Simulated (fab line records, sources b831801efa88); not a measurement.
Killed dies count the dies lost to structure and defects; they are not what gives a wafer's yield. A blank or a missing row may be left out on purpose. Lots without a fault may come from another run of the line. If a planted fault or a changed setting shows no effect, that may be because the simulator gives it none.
Problem report, 8D (eight disciplines) form, completed by code / flow sky130 / the parts of the form that need people (team, actions taken, sign-off) are left out

## 1. THE PROBLEM
Mean of run length s at SKY_FIELD_ISO_WET_ETCH_18: 512 s over 3 wafers from 1 lot, against 316 s (standard deviation 3.9) on wafers with no fault. That is +50 standard deviations from the usual mean.
The step: etches Si3N4 in H3PO4, target depth 25 nm, time 286 s.
The first sign was on wafer L701.2 at day 5 21:36, on wet bench-01. The record holds 39 wafers of 13 lots with a number at this step. Rule for "out" (also "out of limits"): further than 4 standard deviations from the usual mean. Any other wafer with a number is counted as sound.

## 2. WHAT THIS IS AND IS NOT
question=which readings at this step | is=run length s | is not=-
question=which lots | is=L701 | is not=L686, L689, L690, L692, L693, L694, L700, L703, L704, L705, L706, L707
question=which wafers of those lots | is=all that have a number | is not=-
question=read on which tools | is=wet bench-01 | is not=wet bench-02, wet bench-04
question=when | is=from day 5 21:36 | is not=up to then (21 sound wafers); but 15 sound wafers of L703, L704, L705, L706, L707 came after

## 3. THE SUSPECTS, EACH WITH WHAT RULES IT OUT
Counting: a tool at any process step up to the reading remains a suspect when it ran all the lots that are out and ran no sound lot after the first of those.
- rie diel-04 at SKY_FIELD_ISO_ETCH_15 (etches the open film in CHF3/O2, stops on Si, target depth 180 nm, time 72 s): ruled out as a lasting fault. Sound lots L703, L704, L707 ran on it after its first lot that is out, L701 (day 5 21:22).
- wet bench-01 at SKY_FIELD_ISO_WET_ETCH_18 (etches Si3N4 in H3PO4, target depth 25 nm, time 286 s): ruled out as a lasting fault. Sound lots L703 ran on it after its first lot that is out, L701 (day 5 21:36).
Left after counting: nothing in the record.

## 4. THE CAUSE (what the simulator had put in)
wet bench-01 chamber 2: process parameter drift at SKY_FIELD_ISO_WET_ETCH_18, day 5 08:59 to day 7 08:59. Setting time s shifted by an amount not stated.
Counting ruled it out, wrongly.

## 5. SEQUENCE OF EFFECTS, ordered by route
Each row: a reading whose mean over the struck wafers that have a number lies more than 3 standard deviations from the usual. Scope: only readings with a usual standard deviation given in the record; hours: median across lots of the time from each lot's start at the first step in this table that gives one to its start at this step; sigmas: change in usual standard deviations.
hours=0; step=SKY_FIELD_ISO_WET_ETCH_18; reading=run length s; usual=316 s; on struck wafers=512; change=+196; sigmas=+50
It contains these process steps:
- SKY_FIELD_ISO_WET_ETCH_18: etches Si3N4 in H3PO4, target depth 25 nm, time 286 s.
At these later measuring or inspecting steps, every struck wafer for which the step has a row has a number for every such reading, and none has moved that far: SKY_FIELD_ISO_THK_MEAS_23.

## 6. HOW IT WOULD HAVE BEEN CAUGHT EARLIER
First out-of-limits reading in this record: day 5 21:36, which is 13 hours after fault onset at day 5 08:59.
